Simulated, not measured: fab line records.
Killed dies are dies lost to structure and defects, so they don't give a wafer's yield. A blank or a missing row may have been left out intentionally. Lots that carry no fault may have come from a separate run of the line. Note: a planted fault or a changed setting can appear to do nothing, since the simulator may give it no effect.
The same fault as seen by 2 desks | flow sfq_line | each desk has only its own numbers; what lay behind them comes last

== AT THE TOOL OWNER'S DESK: litho_track-01 ==
The tool's own readings at SFQ_TRILAYER_I7_VIA_LITHO_COAT_187 (resist thk 650 nm): means of the sampled wafers that have a number, for each lot that ran on this tool. The brackets show how far a lot's mean lies from the usual mean; more than 4 standard deviations puts the lot out of limits, marked OUT.
Columns: A = exhaust_pa at SFQ_TRILAYER_I7_VIA_LITHO_COAT_187, usual 45.0 Pa; B = spin_speed_rpm at SFQ_TRILAYER_I7_VIA_LITHO_COAT_187, usual 2999.8 rpm
lot  | first seen here | A    | B
L961 | day 70 00:34    | 44.8 | 2998.2
L962 | day 73 07:04    | 45.0 | 3115.4 (+61) OUT
L963 | day 73 09:37    | 46.1 | 3114.5 (+60) OUT
L981 | day 79 22:20    | 46.7 | 2999.9
This desk's verdict: out of limits on L962, L963, starting with L962 at day 73 07:04 (spin_speed_rpm at SFQ_TRILAYER_I7_VIA_LITHO_COAT_187). L961, L981 stayed within limits.

== AT THE METROLOGY DESK ==
What the gauges read, lot by lot, whatever tool the lot ran on: means of the sampled wafers that have a number. The brackets show how far a lot's mean lies from the usual mean; more than 4 standard deviations puts the lot out of limits, marked OUT.
Columns: A = M7_OVL at SFQ_M7_OVL_MEAS_945, usual -2 nm; B = I7_BOW at SFQ_I7_BOW_MEAS_946, usual 9 um; C = I7_OVL at SFQ_I7_OVL_MEAS_947, usual -1 nm
lot  | first seen here | A  | B  | C
L961 | day 69 12:02    | -6 | -2 | -5
L962 | day 73 01:23    | 0  | 20 | 8
L963 | day 73 02:35    | -6 | 30 | -9
L978 | day 78 17:42    | -2 | 31 | -1
L979 | day 78 22:30    | -2 | 8  | -0
L981 | day 79 14:21    | -2 | 7  | -5
This desk found nothing out of limits on any of the 6 lots.

== TAKEN TOGETHER ==
On L962, L963, at day 73 07:04, an alarm was possible from the tool owner's desk.
Nothing out of limits was seen by the metrology desk.
The metrology desk has L962, L963 on record, within its limits.
Every lot named ran SFQ_TRILAYER_I7_VIA_LITHO_COAT_187 on litho_track-01.

== WHAT WAS PUT IN BY THE SIMULATOR ==
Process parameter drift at SFQ_TRILAYER_I7_VIA_LITHO_COAT_187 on litho_track-01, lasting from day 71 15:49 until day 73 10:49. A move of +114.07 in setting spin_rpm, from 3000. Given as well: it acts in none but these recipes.
Shown lots that were struck: L962, L963.
Time in hours from fault onset to the first out-of-limits reading at each desk: the tool owner's desk, 39.
